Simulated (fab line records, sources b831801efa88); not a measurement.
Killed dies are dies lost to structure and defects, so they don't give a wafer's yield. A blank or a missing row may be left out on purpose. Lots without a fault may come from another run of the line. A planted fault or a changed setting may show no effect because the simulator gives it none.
Which tool did it? | flow gf180mcu | 11 lots, 33 wafers sampled, at 6 steps of a route of 602

WHAT THE GAUGES READ, wafer by wafer
GF_M1_RS_MEAS_05: measures by four-point-probe. Usual: M1_ALCU_RS 0.0692 ohm/sq, standard deviation 0.00077.
lot  | measured     | on            | M1_ALCU_RS (ohm/sq)                       | flag
L851 | day 17 06:36 | film_metro-02 | 0.0686 0.0688 0.0682                      |
L853 | day 17 12:44 | film_metro-02 | 0.0677 0.0672 0.0678                      |
L856 | day 18 18:12 | film_metro-03 | 0.0697 0.0700 0.0704                      |
L857 | day 19 03:28 | film_metro-02 | 0.0683 0.0687 0.0683                      |
L860 | day 20 11:00 | film_metro-03 | 0.0694 0.0703 0.0705                      |
L861 | day 20 21:18 | film_metro-03 | 0.0687 0.0690 0.0649 0.0685 0.0691 0.0649 |
L862 | day 21 00:10 | film_metro-02 | 0.0698 0.0657 0.0692 0.0697 0.0657 0.0691 |
L869 | day 23 10:55 | film_metro-01 | 0.0687 0.0684 0.0686                      |
L870 | day 23 19:05 | film_metro-03 | 0.0695 0.0695 0.0689                      |
L871 | day 24 03:08 | film_metro-03 | 0.0691 0.0686 0.0688                      |
L872 | day 24 04:16 | film_metro-02 | 0.0704 0.0693 0.0699                      |

GF_M1_THK_MEAS_06: measures by xrf. Usual: M1_ALCU_THK 457 nm, standard deviation 5.6.
lot  | measured     | on            | M1_ALCU_THK (nm)        | flag
L851 | day 17 06:42 | film_metro-02 | 465 461 465             |
L853 | day 17 12:51 | film_metro-02 | 467 472 469             |
L856 | day 18 18:19 | film_metro-03 | 454 455 448             |
L857 | day 19 03:34 | film_metro-02 | 462 459 463             |
L860 | day 20 11:07 | film_metro-03 | 451 448 445             |
L861 | day 21 05:51 | film_metro-03 | 462 461 489 462 458 490 |
L862 | day 21 03:50 | film_metro-02 | 454 482 455 454 481 459 |
L869 | day 23 11:02 | film_metro-01 | 460 462 459             |
L870 | day 23 19:12 | film_metro-03 | 453 455 457             |
L871 | day 24 03:14 | film_metro-03 | 458 460 458             |
L872 | day 24 04:23 | film_metro-02 | 452 458 451             |

WHICH TOOL RAN EACH LOT (tool, then ch and the chambers of the sampled wafers, then the start)
lot  | GF_CONTACT_CMP_04             | GF_CONTACT_ETCH_17                            | GF_M1_SPUTTER_02             | GF_M1_SPUTTER_03
L851 | cmp-01 ch 0,1,3, day 16 06:46 | rie_diel-03 ch 0,1,3, day 17 06:28 or earlier | pvd_sputter-01, day 17 06:28 | pvd_sputter-01, day 17 06:30
L853 | cmp-01 ch 0,1,3, day 16 12:10 | rie_diel-01 ch 1,3, day 17 12:38 or earlier   | pvd_sputter-01, day 17 12:38 | pvd_sputter-01, day 17 12:40
L856 | cmp-01 ch 1,2,3, day 17 16:59 | rie_diel-02 ch 0,1, day 18 18:07 or earlier   | pvd_sputter-02, day 18 18:07 | pvd_sputter-02, day 18 18:08
L857 | cmp-01 ch 0,1,3, day 18 01:05 | rie_diel-03 ch 1,2,3, day 19 03:21 or earlier | pvd_sputter-01, day 19 03:21 | pvd_sputter-01, day 19 03:23
L860 | cmp-01 ch 0,1,2, day 19 08:23 | rie_diel-03 ch 1,2,3, day 20 10:53 or earlier | pvd_sputter-03, day 20 10:53 | pvd_sputter-03, day 20 10:55
L861 | cmp-01 ch 1,2, day 19 19:20   | rie_diel-01 ch 0,2,3, day 20 21:11 or earlier | pvd_sputter-01, day 20 21:11 | pvd_sputter-01, day 20 21:13
L862 | cmp-02 ch 2,3, day 19 22:13   | rie_diel-03 ch 0,2, day 21 00:05 or earlier   | pvd_sputter-01, day 21 00:05 | pvd_sputter-01, day 21 00:07
L869 | cmp-02 ch 2,3, day 22 10:09   | rie_diel-01 ch 0,2,3, day 23 10:50 or earlier | pvd_sputter-01, day 23 10:50 | pvd_sputter-01, day 23 10:52
L870 | cmp-02 ch 0,1, day 22 18:25   | rie_diel-02 ch 0,1,3, day 23 18:59 or earlier | pvd_sputter-02, day 23 18:59 | pvd_sputter-02, day 23 19:01
L871 | cmp-02 ch 1,2, day 23 02:10   | rie_diel-02 ch 2,3, day 24 03:00 or earlier   | pvd_sputter-03, day 24 03:00 | pvd_sputter-03, day 24 03:02
L872 | cmp-02 ch 1,3, day 23 03:45   | rie_diel-01 ch 0,1, day 24 04:10 or earlier   | pvd_sputter-03, day 24 04:10 | pvd_sputter-03, day 24 04:12
- GF_CONTACT_CMP_04: polishes SiO2.
- GF_CONTACT_ETCH_17: etches SiO2 in C4F8/O2/Ar, stops on CoSi2, target depth 860 nm.
- GF_M1_SPUTTER_02: material AlCu, target thk 450 nm, time 23.9 s.
- GF_M1_SPUTTER_03: material Ti, target thk 10 nm, time 6.7 s.

WHAT THE TOOLS THEMSELVES READ (means of the sampled wafers that have a number; where no wafer has one, the mark that the record gives instead)
GF_CONTACT_CMP_04. Usual: edge_zone_pressure_frac 1.000, standard deviation 0.0052; motor_current_A 11.9 A, standard deviation 0.54; slurry_filter_dp_kPa 13.50 kPa, standard deviation 0.15; time_to_endpoint_s 114 s, standard deviation 6.1.
lot  | tool   | edge_zone_pressure_frac | motor_current_A (A) | slurry_filter_dp_kPa (kPa) | time_to_endpoint_s (s) | flag
L851 | cmp-01 | 0.997                   | 11.7                | 13.52                      | 121                    |
L853 | cmp-01 | 0.999                   | 12.0                | 13.66                      | 111                    |
L856 | cmp-01 | 1.001                   | 11.5                | 13.55                      | 116                    |
L857 | cmp-01 | 0.996                   | 11.9                | 13.55                      | 110                    |
L860 | cmp-01 | 0.998                   | 11.8                | 13.39                      | 113                    |
L861 | cmp-01 | 1.004                   | 12.0                | 13.42                      | 111                    |
L862 | cmp-02 | 1.004                   | 12.4                | 13.59                      | 112                    |
L869 | cmp-02 | 1.003                   | 12.4                | 13.39                      | 118                    |
L870 | cmp-02 | 1.003                   | 12.0                | 13.46                      | 120                    |
L871 | cmp-02 | 0.998                   | 11.7                | 13.42                      | 113                    |
L872 | cmp-02 | 1.002                   | 12.2                | 13.43                      | 111                    |

GF_CONTACT_ETCH_17. Usual: oes_product_au 0.816 a.u., standard deviation 0.0051.
lot  | tool        | oes_product_au (a.u.) | flag
L851 | rie_diel-03 | 0.818                 |
L853 | rie_diel-01 | 0.811                 |
L856 | rie_diel-02 | 0.818                 |
L857 | rie_diel-03 | 0.814                 |
L860 | rie_diel-03 | 0.814                 |
L861 | rie_diel-01 | 0.813                 |
L862 | rie_diel-03 | 0.814                 |
L869 | rie_diel-01 | 0.815                 |
L870 | rie_diel-02 | 0.816                 |
L871 | rie_diel-02 | 0.815                 |
L872 | rie_diel-01 | 0.811                 |

GF_M1_SPUTTER_02. Usual: throttle_valve_pct 30.4 %, standard deviation 1.1.
lot  | tool           | throttle_valve_pct (%) | flag
L851 | pvd_sputter-01 | 30.9                   |
L853 | pvd_sputter-01 | 30.8                   |
L856 | pvd_sputter-02 | 30.2                   |
L857 | pvd_sputter-01 | 30.1                   |
L860 | pvd_sputter-03 | 28.9                   |
L861 | pvd_sputter-01 | 30.9                   |
L862 | pvd_sputter-01 | 30.9                   |
L869 | pvd_sputter-01 | 30.0                   |
L870 | pvd_sputter-02 | 29.0                   |
L871 | pvd_sputter-03 | 30.0                   |
L872 | pvd_sputter-03 | 29.6                   |

GF_M1_SPUTTER_03. Usual: throttle_valve_pct 30.4 %, standard deviation 1.1.
lot  | tool           | throttle_valve_pct (%) | flag
L851 | pvd_sputter-01 | 30.8                   |
L853 | pvd_sputter-01 | 30.9                   |
L856 | pvd_sputter-02 | 30.1                   |
L857 | pvd_sputter-01 | 30.1                   |
L860 | pvd_sputter-03 | 28.9                   |
L861 | pvd_sputter-01 | 30.8                   |
L862 | pvd_sputter-01 | 30.9                   |
L869 | pvd_sputter-01 | 30.0                   |
L870 | pvd_sputter-02 | 29.2                   |
L871 | pvd_sputter-03 | 30.0                   |
L872 | pvd_sputter-03 | 29.5                   |

THE ANSWER, worked out from the rows above alone
Rule: a lot is off if the mean of its wafers that have a number lies more than 3 standard deviations from the usual mean. A lot without any number at a reading at which 4 lots or more have one is off too. The other lots that the step has rows for count as sound. The gauges are gone through in route order, then the tools' own readings, and for those a lot's mean is taken as printed above. The first step at which some lot is off is used, and at that step the reading that is off furthest; a lot without a number counts as furthest.
No lot is off at any reading shown: from this, nothing can be told.

WHAT THE SIMULATOR HAD PUT IN
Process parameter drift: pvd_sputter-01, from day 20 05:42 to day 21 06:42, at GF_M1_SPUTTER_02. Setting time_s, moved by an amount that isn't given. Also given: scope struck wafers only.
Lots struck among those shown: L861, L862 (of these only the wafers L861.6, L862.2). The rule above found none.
